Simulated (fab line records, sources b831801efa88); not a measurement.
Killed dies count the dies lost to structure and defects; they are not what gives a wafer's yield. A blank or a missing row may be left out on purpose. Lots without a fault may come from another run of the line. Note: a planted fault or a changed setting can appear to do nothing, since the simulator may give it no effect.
Matching of chambers || flow gf180mcu || 4 sister chambers for GF_M5_ETCH_09 on rie diel-01
The step etches Si3N4 in CF4/O2, target depth 52 nm, time 11.6 s. 18 wafers are shown with their chamber, then 9 later ones without.

== WAFERS, EACH WITH ITS CHAMBER ==
{"wafer": "L074.1", "chamber": 3, "drypump motor current A (A)": 5.1, "oes product au (a.u.)": 1.019, "throttle valve pct (%)": 5.980}
{"wafer": "L074.4", "chamber": 2, "drypump motor current A (A)": 5.1, "oes product au (a.u.)": 1.003, "throttle valve pct (%)": 5.962}
{"wafer": "L074.5", "chamber": 1, "drypump motor current A (A)": 5.4, "oes product au (a.u.)": 1.007, "throttle valve pct (%)": 5.977}
{"wafer": "L076.3", "chamber": 2, "drypump motor current A (A)": 5.1, "oes product au (a.u.)": 0.994, "throttle valve pct (%)": 5.947}
{"wafer": "L076.4", "chamber": 1, "drypump motor current A (A)": 5.4, "oes product au (a.u.)": 1.017, "throttle valve pct (%)": 5.984}
{"wafer": "L076.6", "chamber": 1, "drypump motor current A (A)": 5.3, "oes product au (a.u.)": 1.022, "throttle valve pct (%)": 5.991}
{"wafer": "L080.3", "chamber": 3, "drypump motor current A (A)": 5.1, "oes product au (a.u.)": 1.020, "throttle valve pct (%)": 5.992}
{"wafer": "L080.4", "chamber": 0, "drypump motor current A (A)": 6.1, "oes product au (a.u.)": 1.014, "throttle valve pct (%)": 5.976}
{"wafer": "L080.5", "chamber": 1, "drypump motor current A (A)": 5.4, "oes product au (a.u.)": 1.013, "throttle valve pct (%)": 5.970}
{"wafer": "L082.2", "chamber": 1, "drypump motor current A (A)": 5.3, "oes product au (a.u.)": 1.027, "throttle valve pct (%)": 5.970}
{"wafer": "L082.4", "chamber": 3, "drypump motor current A (A)": 5.1, "oes product au (a.u.)": 1.020, "throttle valve pct (%)": 5.984}
{"wafer": "L082.5", "chamber": 2, "drypump motor current A (A)": 5.1, "oes product au (a.u.)": 0.992, "throttle valve pct (%)": 5.974}
{"wafer": "L085.2", "chamber": 1, "drypump motor current A (A)": 5.4, "oes product au (a.u.)": 1.013, "throttle valve pct (%)": 5.983}
{"wafer": "L085.4", "chamber": 0, "drypump motor current A (A)": 6.1, "oes product au (a.u.)": 1.002, "throttle valve pct (%)": 5.967}
{"wafer": "L085.6", "chamber": 2, "drypump motor current A (A)": 5.1, "oes product au (a.u.)": 0.990, "throttle valve pct (%)": 5.970}
{"wafer": "L090.1", "chamber": 1, "drypump motor current A (A)": 5.4, "oes product au (a.u.)": 1.000, "throttle valve pct (%)": 5.964}
{"wafer": "L090.3", "chamber": 3, "drypump motor current A (A)": 5.1, "oes product au (a.u.)": 1.006, "throttle valve pct (%)": 5.966}
{"wafer": "L090.6", "chamber": 2, "drypump motor current A (A)": 5.1, "oes product au (a.u.)": 0.982, "throttle valve pct (%)": 5.972}

SIGNATURES (means of the wafers above)
{"reading": "drypump motor current A", "chamber 0": 6.100, "chamber 1": 5.371, "chamber 2": 5.100, "chamber 3": 5.100, "scatter within a chamber": 0.0319}
{"reading": "oes product au", "chamber 0": 1.00800, "chamber 1": 1.01414, "chamber 2": 0.99220, "chamber 3": 1.01625, "scatter within a chamber": 0.00815}
{"reading": "throttle valve pct", "chamber 0": 5.97150, "chamber 1": 5.97700, "chamber 2": 5.96500, "chamber 3": 5.98050, "scatter within a chamber": 0.0101}
Rule: a wafer lies at a distance from a chamber equal to the root of the sum of squares, over the readings, of (its reading less the chamber's mean, divided by the reading's scatter). The wafer belongs to the nearest chamber; if the next one is less than 2 further off, it can't be placed. How the scatter is found: for the shown wafers, subtract from each reading the mean of its chamber, square and add these, divide the total by (wafers less chambers), then take the root.

== WAFERS WITH NO CHAMBER GIVEN ==
{"wafer": "L091.3", "drypump motor current A (A)": 5.1, "oes product au (a.u.)": 1.024, "throttle valve pct (%)": 5.973}
{"wafer": "L091.4", "drypump motor current A (A)": 5.4, "oes product au (a.u.)": 1.016, "throttle valve pct (%)": 5.986}
{"wafer": "L091.5", "drypump motor current A (A)": 6.1, "oes product au (a.u.)": 1.009, "throttle valve pct (%)": 5.978}
{"wafer": "L094.1", "drypump motor current A (A)": 5.4, "oes product au (a.u.)": 1.008, "throttle valve pct (%)": 5.975}
{"wafer": "L094.3", "drypump motor current A (A)": 5.1, "oes product au (a.u.)": 1.016, "throttle valve pct (%)": 5.968}
{"wafer": "L094.5", "drypump motor current A (A)": 5.3, "oes product au (a.u.)": 1.007, "throttle valve pct (%)": 5.963}
{"wafer": "L096.3", "drypump motor current A (A)": 6.1, "oes product au (a.u.)": 0.996, "throttle valve pct (%)": 5.970}
{"wafer": "L096.4", "drypump motor current A (A)": 5.1, "oes product au (a.u.)": 1.020, "throttle valve pct (%)": 5.966}
{"wafer": "L096.6", "drypump motor current A (A)": 5.1, "oes product au (a.u.)": 0.989, "throttle valve pct (%)": 5.961}

== WHICH CHAMBER EACH ONE RAN IN ==
{"wafer": "L091.3", "from the rows above": 3, "in truth": 3}
{"wafer": "L091.4", "from the rows above": 1, "in truth": 1}
{"wafer": "L091.5", "from the rows above": 0, "in truth": 0}
{"wafer": "L094.1", "from the rows above": 1, "in truth": 1}
{"wafer": "L094.3", "from the rows above": "can't be placed: 3 or 2", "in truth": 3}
{"wafer": "L094.5", "from the rows above": 1, "in truth": 1}
{"wafer": "L096.3", "from the rows above": 0, "in truth": 0}
{"wafer": "L096.4", "from the rows above": "can't be placed: 3 or 2", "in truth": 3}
{"wafer": "L096.6", "from the rows above": 2, "in truth": 2}
7 of 9 placed correctly. These rows do not allow placing 2 (true chamber among the candidates in 2). Wrongly placed: 0.
